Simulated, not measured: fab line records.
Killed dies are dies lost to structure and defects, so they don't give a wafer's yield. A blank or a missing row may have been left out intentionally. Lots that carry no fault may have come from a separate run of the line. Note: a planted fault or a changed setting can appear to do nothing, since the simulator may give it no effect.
fab line records | flow sky130 | part 2 of 2: steps 26 to 36 of 36
record lots=5 | wafers=15 | last-day=50
route steps=708 shown METAL3@563 VIA3@573 METAL4@598
lots with no fault: from the same line, run without faults
start-h: hours from the record's first day to the start of the lot's first wafer shown | wait-h: hours since the lot's step before | " identical to the entry in the row above | L1.1+2: one row covering several wafers at once | - value missing, or start not given | * or withheld: withheld | < > ~ a bound
route shown NAME@n: NAME is a module with steps in the file, n the number in the route of the first one | usual: mean/standard deviation of fault-free wafers | same: alike in all rows | chamber/n: place in a boat | sites: the reading at each site | _std_site: the standard deviation of these | _edge_site: inner sites' mean taken away from outer sites' mean | radius-mm: for every site, how far away it sits from the centre of the wafer | mask NAME#n: copy n | behind: the tool/chamber that last shaped the wafer | hold: why the lot was held/for how many hours/how that ended | device: the transistor (n, p or np) that didn't switch | end of line: at the end of the route, the tests of the same wafers | a step without rows: its recipe alone | killed: at the first sort, the dies lost to defects and structure; wafer yield is something else | map: a wafer's dies, marking killed ones x, the rest . and places with no die _
set.NAME: the setting the step ran with; set.NAME@STEP: the setting that earlier step ran with | model.NAME: the simulator's own value behind a step, which no gauge read
lots at some steps of the route; a table a step, a row a wafer
services: from which hour (start-h, from the record's first day; less than 0 if before it) a tool's chamber was out of use, for how many hours, and why
## steps
# step SKY_VIA3_ETCH_15
# recipe target=SiO2 | chemistry=C4F8/O2/Ar | target-depth-nm=507 | stop-on=TiN | mask-material=KrF-thick | source-w=1500 | bias-w=1200 | pressure-mtorr=40 | c4f8-flow-sccm=withheld | O2_flow_sccm=6 | Ar_flow_sccm=300 | time-s=78
# usual oes-product-au=0.946/0.0043
lot.wafer | tool        | chamber | start-h | wait-h | oes-product-au | rf-hours-counter-h
L075.4    | rie-diel-03 | 3       | 934.24  | 0.0    | 0.945          | 16
L075.5    | "           | 1       | "       | "      | 0.947          | -
L075.6    | "           | 0       | "       | "      | 0.948          | -
L078.1    | rie-diel-02 | 1       | 961.54  | 0.0    | 0.947          | 16
L078.3    | "           | 2       | "       | "      | 0.944          | 13
L078.4    | "           | 3       | "       | "      | 0.948          | 18
L089.2    | rie-diel-04 | 1       | 1049.64 | 0.0    | 0.946          | 18
L089.3    | "           | 3       | "       | "      | 0.951          | 16
L089.6    | "           | 2       | "       | "      | 0.948          | -
L091.1    | rie-diel-03 | 2       | 1051.79 | 0.0    | 0.942          | 1
L091.4    | "           | 0       | "       | "      | 0.945          | -
L091.5    | "           | 2       | "       | "      | 0.945          | -
L095.1    | rie-diel-03 | 0       | 1068.47 | 0.0    | 0.948          | 6
L095.2    | "           | 2       | "       | "      | 0.934          | 2
L095.5    | "           | 0       | "       | "      | 0.936          | -
# step SKY_VIA3_STRIP_16
# recipe chemistry=O2/N2 | power-w=1400 | pressure-mtorr=1500 | platen-temp-c=withheld | o2-flow-sccm=3000 | n2-flow-sccm=300 | overash-fraction=0.5
# usual drypump-motor-current-A=5.6/0.44 | oes-product-au=0.401/0.0043 | strip-time-to-endpoint-s=4.103/0.025
# same overash-fraction=0.5
lot.wafer | tool            | chamber | start-h | wait-h | drypump-motor-current-A | oes-product-au | rf-hours-counter-h | strip-time-to-endpoint-s
L075.4    | plasma-asher-01 | 0       | 934.33  | 0.1    | 5.4                     | 0.399          | -                  | 4.052
L075.5    | "               | 0       | "       | "      | 5.4                     | 0.409          | -                  | 4.093
L075.6    | "               | 1       | "       | "      | 6.2                     | 0.396          | -                  | 4.096
L078.1    | plasma-asher-02 | 0       | 961.60  | 0.0    | 5.2                     | 0.398          | 116                | 4.104
L078.3    | "               | 0       | "       | "      | 5.1                     | 0.397          | -                  | 4.043
L078.4    | "               | 1       | "       | "      | 5.2                     | 0.404          | -                  | 4.127
L089.2    | plasma-asher-01 | 1       | 1049.70 | 0.0    | 6.2                     | 0.408          | 92                 | 4.115
L089.3    | "               | 1       | "       | "      | 6.2                     | 0.401          | -                  | 4.128
L089.6    | "               | 1       | "       | "      | 6.2                     | 0.398          | -                  | 4.116
L091.1    | plasma-asher-04 | 1       | 1051.85 | 0.0    | 5.6                     | 0.399          | 31                 | 4.121
L091.4    | "               | 1       | "       | "      | 5.6                     | 0.404          | -                  | 4.139
L091.5    | "               | 0       | "       | "      | 6.2                     | 0.401          | -                  | 4.106
L095.1    | plasma-asher-01 | 1       | 1068.53 | 0.0    | 6.2                     | 0.388          | 95                 | 4.139
L095.2    | "               | 0       | "       | "      | 5.4                     | 0.402          | 95                 | 4.095
L095.5    | "               | 1       | "       | "      | 6.2                     | 0.399          | -                  | 4.114
# step SKY_VIA3_STRIP_17
# recipe chemistry=post-etch-residue-remover | time-s=1200 | temp-c=72.5
lot.wafer  | tool         | chamber | start-h | wait-h
L075.4+5+6 | wet-bench-03 | 0       | 934.40  | 0.0
L078.1+3+4 | wet-bench-03 | 1       | 961.70  | 0.1
L089.2+3+6 | wet-bench-03 | 3       | 1049.80 | 0.1
L091.1+4+5 | wet-bench-03 | 2       | 1051.95 | 0.1
L095.1+2+5 | wet-bench-04 | 1       | 1068.63 | 0.1
# step SKY_VIA3_CLEAN_18
# recipe chemistry=IPA | time-s=180 | temp-c=25
lot.wafer  | tool         | chamber | start-h | wait-h
L075.4+5+6 | wet-bench-02 | 1       | 934.74  | 0.0
L078.1+3+4 | wet-bench-04 | 1       | 962.04  | 0.0
L089.2+3+6 | wet-bench-04 | 2       | 1050.17 | 0.0
L091.1+4+5 | wet-bench-03 | 2       | 1052.42 | 0.1
L095.1+2+5 | wet-bench-03 | 1       | 1068.98 | 0.0
# step SKY_VIA3_CLEAN_19
# recipe chemistry=O3/DIW | dry=n2-spin
lot.wafer  | tool         | chamber | start-h | wait-h
L075.4+5+6 | wet-bench-02 | 1       | 934.80  | 0.0
L078.1+3+4 | wet-bench-04 | 1       | 962.18  | 0.0
L089.2+3+6 | wet-bench-03 | 0       | 1050.31 | 0.0
L091.1+4+5 | wet-bench-03 | 0       | 1052.48 | 0.0
L095.1+2+5 | wet-bench-04 | 2       | 1069.03 | 0.0
# step SKY_VIA3_SPUTTER_20
# recipe material=TiN | target-thk-nm=20 | chamber-pressure-pa=5 | power-w=4000 | time-s=80
# usual throttle-valve-pct=30.6/1.1
lot.wafer | tool           | chamber | start-h | wait-h | throttle-valve-pct
L075.4    | pvd-sputter-01 | -       | 934.89  | 0.0    | 29.1
L075.5    | "              | -       | "       | "      | 29.1
L075.6    | "              | -       | "       | "      | 32.0
L078.1    | pvd-sputter-02 | -       | 962.40  | 0.0    | 29.2
L078.3    | "              | -       | "       | "      | 29.7
L078.4    | "              | -       | "       | "      | 31.2
L089.2    | pvd-sputter-01 | -       | 1050.41 | 0.0    | 29.1
L089.3    | "              | -       | "       | "      | 31.4
L089.6    | "              | -       | "       | "      | 30.4
L091.1    | pvd-sputter-01 | -       | 1052.58 | 0.0    | 30.3
L091.4    | "              | -       | "       | "      | 29.0
L091.5    | "              | -       | "       | "      | 28.9
L095.1    | pvd-sputter-02 | -       | 1069.13 | 0.0    | 31.5
L095.2    | "              | -       | "       | "      | 29.3
L095.5    | "              | -       | "       | "      | 29.7
# step SKY_VIA3_CVD_21
# recipe material=W | target-thk-nm=390 | time-s=117.31 | temp-c=400 | pressure-torr=40
# usual heater-power-outer-w=522/96 | heater-power-w=833/160
lot.wafer | tool     | chamber | start-h | wait-h | heater-power-outer-w | heater-power-w
L075.4    | cvd-w-02 | 0       | 934.99  | 0.1    | 407                  | 663
L075.5    | "        | 0       | "       | "      | 423                  | 667
L075.6    | "        | 1       | "       | "      | 643                  | 1050
L078.1    | cvd-w-01 | 0       | 962.46  | 0.0    | 548                  | 833
L078.3    | "        | 0       | "       | "      | 541                  | 835
L078.4    | "        | 1       | "       | "      | 459                  | 735
L089.2    | cvd-w-02 | 1       | 1050.47 | 0.0    | 646                  | 1030
L089.3    | "        | 0       | "       | "      | 435                  | 695
L089.6    | "        | 0       | "       | "      | 422                  | 689
L091.1    | cvd-w-01 | 1       | 1052.65 | 0.0    | 459                  | 739
L091.4    | "        | 0       | "       | "      | 539                  | 838
L091.5    | "        | 0       | "       | "      | 538                  | 850
L095.1    | cvd-w-01 | 0       | 1069.19 | 0.0    | 559                  | 822
L095.2    | "        | 1       | "       | "      | 475                  | 743
L095.5    | "        | 1       | "       | "      | 454                  | 759
# step SKY_VIA3_RS_MEAS_22
# recipe thk-meas-gauge=four-point-probe | reads=W_of_VIA3_CVD_21+TiN_of_VIA3_SPUTTER_20
# usual VIA3_W_RS=0.296/0.0036
lot.wafer | tool          | chamber | start-h | wait-h | VIA3_W_RS[ohm/sq]
L075.4    | film-metro-03 | -       | 935.14  | 0.1    | 0.293
L075.5    | "             | -       | "       | "      | 0.293
L075.6    | "             | -       | "       | "      | 0.291
L078.1    | film-metro-01 | -       | 962.60  | 0.1    | 0.296
L078.3    | "             | -       | "       | "      | 0.299
L078.4    | "             | -       | "       | "      | 0.296
L089.2    | film-metro-01 | -       | 1050.61 | 0.1    | 0.294
L089.3    | "             | -       | "       | "      | 0.297
L089.6    | "             | -       | "       | "      | 0.300
L091.1    | film-metro-01 | -       | 1052.77 | 0.1    | 0.296
L091.4    | "             | -       | "       | "      | 0.294
L091.5    | "             | -       | "       | "      | 0.295
L095.1    | film-metro-02 | -       | 1069.31 | 0.1    | 0.301
L095.2    | "             | -       | "       | "      | 0.295
L095.5    | "             | -       | "       | "      | 0.295
# step SKY_VIA3_THK_MEAS_23
# recipe thk-meas-gauge=xrf | reads=W_of_VIA3_CVD_21
# usual VIA3_W_THK=395/7.3
lot.wafer | tool          | chamber | start-h | wait-h | VIA3_W_THK[nm]
L075.4    | film-metro-03 | -       | 935.23  | 0.1    | 397
L075.5    | "             | -       | "       | "      | 396
L075.6    | "             | -       | "       | "      | 399
L078.1    | film-metro-01 | -       | 962.72  | 0.1    | 395
L078.3    | "             | -       | "       | "      | 391
L078.4    | "             | -       | "       | "      | 393
L089.2    | film-metro-01 | -       | 1050.72 | 0.1    | 398
L089.3    | "             | -       | "       | "      | 390
L089.6    | "             | -       | "       | "      | 387
L091.1    | film-metro-01 | -       | 1052.89 | 0.1    | 393
L091.4    | "             | -       | "       | "      | 395
L091.5    | "             | -       | "       | "      | 396
L095.1    | film-metro-02 | -       | 1069.43 | 0.1    | 401
L095.2    | "             | -       | "       | "      | 411
L095.5    | "             | -       | "       | "      | 404
# step SKY_VIA3_CMP_24
# recipe stop-on=SiO2 | t-overpolish-s=20 | down-force-psi=3.5 | platen-rpm=60 | target-thk-nm=0 | pad-velocity-m-s=0.94248
# usual motor-current-A=10.1/0.97 | overpolish-run-s=20.000/0.0091 | time-to-endpoint-s=93/3.7
lot.wafer | tool   | chamber | start-h | wait-h | motor-current-A | overpolish-run-s | time-to-endpoint-s
L075.4    | cmp-01 | 3       | 935.31  | 0.1    | 9.1             | 19.993           | 92
L075.5    | "      | 2       | "       | "      | 10.3            | 19.983           | 93
L075.6    | "      | 3       | "       | "      | 8.8             | 19.990           | 94
L078.1    | cmp-01 | 2       | 963.50  | 0.8    | 9.8             | 19.997           | 94
L078.3    | "      | 3       | "       | "      | 8.9             | 20.001           | 93
L078.4    | "      | 0       | "       | "      | 8.9             | 20.004           | 92
L089.3    | cmp-02 | 3       | 1050.77 | 0.0    | 9.7             | 20.008           | 98
L089.2    | "      | 0       | "       | "      | 10.3            | 19.999           | 93
L089.6    | "      | 3       | "       | "      | 9.6             | 19.992           | 94
L091.1    | cmp-01 | 2       | 1052.95 | 0.1    | 9.5             | 20.009           | 92
L091.4    | "      | 1       | "       | "      | 11.1            | 19.985           | 90
L091.5    | "      | 3       | "       | "      | 8.6             | 20.015           | 94
L095.1    | cmp-01 | 3       | 1069.54 | 0.1    | 8.8             | 19.996           | 88
L095.2    | "      | 0       | "       | "      | 9.8             | 19.992           | 87
L095.5    | "      | 3       | "       | "      | 8.5             | 20.003           | 93
# step SKY_METAL4_SPUTTER_00
# recipe material=Ti | target-thk-nm=15 | power-w=3000 | time-s=10 | chamber-pressure-pa=0.4
# usual throttle-valve-pct=30.8/1.1
lot.wafer | tool           | chamber | start-h | wait-h | throttle-valve-pct
L075.4    | pvd-sputter-02 | -       | 935.56  | 0.2    | 31.2
L075.5    | "              | -       | "       | "      | 30.1
L075.6    | "              | -       | "       | "      | 30.4
L078.1    | pvd-sputter-04 | -       | 963.80  | 0.2    | 30.9
L078.3    | "              | -       | "       | "      | 29.6
L078.4    | "              | -       | "       | "      | 32.4
L089.2    | pvd-sputter-04 | -       | 1051.07 | 0.2    | 32.5
L089.3    | "              | -       | "       | "      | 29.6
L089.6    | "              | -       | "       | "      | 31.4
L091.1    | pvd-sputter-04 | -       | 1053.25 | 0.2    | 31.0
L091.4    | "              | -       | "       | "      | 29.4
L091.5    | "              | -       | "       | "      | 29.5
L095.1    | pvd-sputter-03 | -       | 1069.79 | 0.2    | 29.8
L095.2    | "              | -       | "       | "      | 30.4
L095.5    | "              | -       | "       | "      | 30.4
## services
tool            | chamber | start-h | hours | kind
rie-diel-04     | -       | 885.82  | 41.6  | repair
pvd-sputter-04  | -       | 888.33  | 7.5   | repair
rie-metal-01    | -       | 893.41  | 1.4   | pm
pvd-sputter-02  | -       | 893.60  | 1.5   | repair
cmp-01          | -       | 895.81  | 3.2   | repair
cvd-w-01        | -       | 904.00  | 14.0  | pm
cmp-01          | -       | 906.08  | 2.2   | repair
cmp-01          | -       | 912.00  | 4.0   | pm
rie-diel-04     | 3       | 912.85  | 5.1   | repair
cmp-02          | -       | 913.09  | 3.3   | repair
cmp-02          | -       | 919.54  | 1.3   | repair
wet-bench-03    | -       | 930.59  | 1.0   | repair
cmp-02          | -       | 957.48  | 1.2   | repair
cmp-02          | -       | 960.74  | 21.9  | repair
rie-metal-02    | -       | 973.19  | 2.8   | pm
rie-diel-03     | -       | 978.57  | 15.6  | pm
rie-metal-01    | -       | 996.49  | 0.4   | repair
rie-metal-02    | -       | 1021.32 | 0.3   | repair
plasma-asher-01 | -       | 1026.50 | 1.3   | repair
rie-metal-03    | -       | 1031.37 | 1.9   | repair
rie-diel-03     | 0       | 1036.26 | 7.6   | repair
cmp-01          | -       | 1043.74 | 5.4   | repair
rie-diel-03     | 3       | 1044.59 | 67.7  | repair
rie-diel-02     | 1       | 1060.69 | 7.9   | repair
